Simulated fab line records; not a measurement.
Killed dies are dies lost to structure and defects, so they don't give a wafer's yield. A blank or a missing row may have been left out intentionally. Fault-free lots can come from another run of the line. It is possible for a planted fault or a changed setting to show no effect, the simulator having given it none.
Which tool is to blame? / flow sky130 / 13 lots, 39 wafers sampled, at 4 steps of a route of 708

WHAT THE GAUGES READ, wafer by wafer
SKY_SD_P_OVL_MEAS_08. Usual: SD_P_OVL gives -0.3 nm (standard deviation 1.3).
lot=L110; measured=day 25 05:41; on=overlay-01; SD_P_OVL (nm)=-0.9 0.3 -2.2; flag=
lot=L111; measured=day 26 01:11; on=overlay-02; SD_P_OVL (nm)=-0.5 0.7 1.8; flag=
lot=L112; measured=day 26 06:23; on=overlay-02; SD_P_OVL (nm)=-1.3 -0.4 0.0; flag=
lot=L115; measured=day 27 08:59; on=overlay-01; SD_P_OVL (nm)=1.0 1.0 -0.3; flag=
lot=L119; measured=day 28 17:02; on=overlay-01; SD_P_OVL (nm)=-2.0 -3.7 -1.2; flag=
lot=L122; measured=day 29 22:53; on=overlay-02; SD_P_OVL (nm)=-0.5 -0.3 -0.2; flag=
lot=L123; measured=day 30 02:32; on=overlay-02; SD_P_OVL (nm)=1.0 0.2 -1.5; flag=
lot=L124; measured=day 30 06:44; on=overlay-01; SD_P_OVL (nm)=-2.1 -2.3 -3.0; flag=
lot=L126; measured=day 31 01:50; on=overlay-02; SD_P_OVL (nm)=0.4 -0.8 -1.9; flag=
lot=L128; measured=day 31 11:53; on=overlay-01; SD_P_OVL (nm)=1.0 -0.6 -0.6; flag=
lot=L130; measured=day 32 11:00; on=overlay-02; SD_P_OVL (nm)=-0.9 0.1 -0.8; flag=
lot=L131; measured=day 32 20:33; on=overlay-01; SD_P_OVL (nm)=2.2 0.9 1.4; flag=
lot=L132; measured=day 33 02:32; on=overlay-02; SD_P_OVL (nm)=-0.3 -0.4 -0.3; flag=

SKY_METAL2_RS_MEAS_05: uses a four-point probe to measure. Usual: METAL2_ALCU_RS gives 0.1270 ohm/sq (standard deviation 0.0013).
lot=L110; measured=day 33 21:14; on=film metro-02; METAL2_ALCU_RS (ohm/sq)=0.1272 0.1284 0.1277; flag=
lot=L111; measured=day 34 13:16; on=film metro-02; METAL2_ALCU_RS (ohm/sq)=0.1256 0.1251 0.1274; flag=
lot=L112; measured=day 34 19:53; on=film metro-02; METAL2_ALCU_RS (ohm/sq)=0.1279 0.1276 0.1266; flag=
lot=L115; measured=day 35 19:08; on=film metro-02; METAL2_ALCU_RS (ohm/sq)=0.1299 0.1303 0.1279; flag=
lot=L119; measured=day 37 00:20; on=film metro-01; METAL2_ALCU_RS (ohm/sq)=0.1272 0.1280 0.1267; flag=
lot=L122; measured=day 38 02:55; on=film metro-04; METAL2_ALCU_RS (ohm/sq)=0.1278 0.1288 0.1268; flag=
lot=L123; measured=day 38 08:14; on=film metro-04; METAL2_ALCU_RS (ohm/sq)=0.1267 0.1262 0.1265; flag=
lot=L124; measured=day 38 10:40; on=film metro-02; METAL2_ALCU_RS (ohm/sq)=0.1265 0.1291 0.1259; flag=
lot=L126; measured=day 39 04:56; on=film metro-02; METAL2_ALCU_RS (ohm/sq)=0.1287 0.1294 0.1281; flag=
lot=L128; measured=day 39 13:07; on=film metro-01; METAL2_ALCU_RS (ohm/sq)=0.1267 0.1281 0.1263; flag=
lot=L130; measured=day 40 10:55; on=film metro-01; METAL2_ALCU_RS (ohm/sq)=0.1274 0.1248 0.1255; flag=
lot=L131; measured=day 40 20:02; on=film metro-02; METAL2_ALCU_RS (ohm/sq)=0.1263 0.1266 0.1269; flag=
lot=L132; measured=day 41 00:19; on=film metro-02; METAL2_ALCU_RS (ohm/sq)=0.1263 0.1261 0.1266; flag=

TOOL THAT RAN EACH LOT (tool first, then ch and the chambers of the sampled wafers, then the start)
lot=L110; SKY_PWDE_HMDS_01=litho track-01 ch 0, day 3 12:32; SKY_METAL2_SPUTTER_03=pvd sputter-02, day 33 21:10
lot=L111; SKY_PWDE_HMDS_01=litho track-03 ch 0, day 3 20:23; SKY_METAL2_SPUTTER_03=pvd sputter-02, day 34 13:12
lot=L112; SKY_PWDE_HMDS_01=litho track-03 ch 0, day 3 21:41; SKY_METAL2_SPUTTER_03=pvd sputter-01, day 34 19:49
lot=L115; SKY_PWDE_HMDS_01=litho track-02 ch 0, day 4 17:01; SKY_METAL2_SPUTTER_03=pvd sputter-03, day 35 19:05
lot=L119; SKY_PWDE_HMDS_01=litho track-03 ch 0, day 5 13:29; SKY_METAL2_SPUTTER_03=pvd sputter-03, day 37 00:16
lot=L122; SKY_PWDE_HMDS_01=litho track-03 ch 0, day 6 07:44; SKY_METAL2_SPUTTER_03=pvd sputter-03, day 38 02:51
lot=L123; SKY_PWDE_HMDS_01=litho track-01 ch 0, day 6 11:20; SKY_METAL2_SPUTTER_03=pvd sputter-01, day 38 08:10
lot=L124; SKY_PWDE_HMDS_01=litho track-02 ch 0, day 6 17:16; SKY_METAL2_SPUTTER_03=pvd sputter-01, day 38 10:37
lot=L126; SKY_PWDE_HMDS_01=litho track-01 ch 0, day 7 05:05; SKY_METAL2_SPUTTER_03=pvd sputter-02, day 39 04:52
lot=L128; SKY_PWDE_HMDS_01=litho track-02 ch 0, day 7 14:55; SKY_METAL2_SPUTTER_03=pvd sputter-03, day 39 13:02
lot=L130; SKY_PWDE_HMDS_01=litho track-02 ch 0, day 8 06:49; SKY_METAL2_SPUTTER_03=pvd sputter-03, day 40 10:49
lot=L131; SKY_PWDE_HMDS_01=litho track-01 ch 0, day 8 12:54; SKY_METAL2_SPUTTER_03=pvd sputter-01, day 40 19:58
lot=L132; SKY_PWDE_HMDS_01=litho track-01 ch 0, day 8 17:56; SKY_METAL2_SPUTTER_03=pvd sputter-03, day 41 00:14
- SKY_PWDE_HMDS_01: prime time 60 s.
- SKY_METAL2_SPUTTER_03: material Ti, target thk 5 nm, time 3.3 s.

WHAT THE TOOLS THEMSELVES READ (means of the sampled wafers that have a number; where no wafer has one, the mark that the record gives instead)
SKY_PWDE_HMDS_01. Usual: prime temp c 119.98 C, standard deviation 0.15.
lot=L110; tool=litho track-01; prime temp c (C)=120.04; flag=
lot=L111; tool=litho track-03; prime temp c (C)=120.20; flag=
lot=L112; tool=litho track-03; prime temp c (C)=119.86; flag=
lot=L115; tool=litho track-02; prime temp c (C)=119.73; flag=
lot=L119; tool=litho track-03; prime temp c (C)=118.80; flag=OFF
lot=L122; tool=litho track-03; prime temp c (C)=118.56; flag=OFF
lot=L123; tool=litho track-01; prime temp c (C)=119.92; flag=
lot=L124; tool=litho track-02; prime temp c (C)=120.02; flag=
lot=L126; tool=litho track-01; prime temp c (C)=119.90; flag=
lot=L128; tool=litho track-02; prime temp c (C)=120.04; flag=
lot=L130; tool=litho track-02; prime temp c (C)=120.02; flag=
lot=L131; tool=litho track-01; prime temp c (C)=120.01; flag=
lot=L132; tool=litho track-01; prime temp c (C)=120.13; flag=

SKY_METAL2_SPUTTER_03. Usual: chamber pressure pa 0.3999 Pa, standard deviation 0.00078; throttle valve pct 30.4 %, standard deviation 0.85.
lot=L110; tool=pvd sputter-02; chamber pressure pa (Pa)=0.4006; throttle valve pct (%)=31.2; flag=
lot=L111; tool=pvd sputter-02; chamber pressure pa (Pa)=0.4005; throttle valve pct (%)=31.2; flag=
lot=L112; tool=pvd sputter-01; chamber pressure pa (Pa)=0.4002; throttle valve pct (%)=30.9; flag=
lot=L115; tool=pvd sputter-03; chamber pressure pa (Pa)=0.4003; throttle valve pct (%)=30.3; flag=
lot=L119; tool=pvd sputter-03; chamber pressure pa (Pa)=0.4011; throttle valve pct (%)=30.3; flag=
lot=L122; tool=pvd sputter-03; chamber pressure pa (Pa)=0.3992; throttle valve pct (%)=29.9; flag=
lot=L123; tool=pvd sputter-01; chamber pressure pa (Pa)=0.3992; throttle valve pct (%)=30.4; flag=
lot=L124; tool=pvd sputter-01; chamber pressure pa (Pa)=0.4002; throttle valve pct (%)=29.8; flag=
lot=L126; tool=pvd sputter-02; chamber pressure pa (Pa)=0.3998; throttle valve pct (%)=30.8; flag=
lot=L128; tool=pvd sputter-03; chamber pressure pa (Pa)=0.4001; throttle valve pct (%)=30.2; flag=
lot=L130; tool=pvd sputter-03; chamber pressure pa (Pa)=0.3993; throttle valve pct (%)=30.0; flag=
lot=L131; tool=pvd sputter-01; chamber pressure pa (Pa)=0.3998; throttle valve pct (%)=30.4; flag=
lot=L132; tool=pvd sputter-03; chamber pressure pa (Pa)=0.4004; throttle valve pct (%)=30.3; flag=

THE ANSWER, worked out from the rows above alone
Rule: lot off if the mean of its wafers having a number is beyond 3 standard deviations from the usual mean. Also off: a lot with no number at a reading for which 4 or more lots have one. Where the step has rows for the other lots, those lots are counted as sound. The gauges are gone through in route order, then the tools' own readings, and for those a lot's mean is taken as printed above. At the first step where some lot is off, the reading lying furthest off is the one used; lots without a number count as furthest.
Off: L119, L122, at SKY_PWDE_HMDS_01 (prime temp c).
A tool fits if, at that step or a process step before it, it ran every lot that is off, and no sound lot after the first of them. One fits: litho track-03 at SKY_PWDE_HMDS_01. A fault onset in the window from L112 (day 3 21:41, its last sound lot) to L119 (day 5 13:29, its first lot off) fits.
The tool's own readings at SKY_PWDE_HMDS_01 bear it out: on the lots that are off they differ by more than 5 times the standard deviation of the sound lots' means. prime temp c reads 118.68 C there against 119.99 C on the sound lots.

WHAT THE SIMULATOR PUT IN
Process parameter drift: litho track-03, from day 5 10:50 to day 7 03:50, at SKY_PWDE_HMDS_01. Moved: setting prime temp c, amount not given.
Struck lots among those shown: L119, L122. Same finding as the rule above.
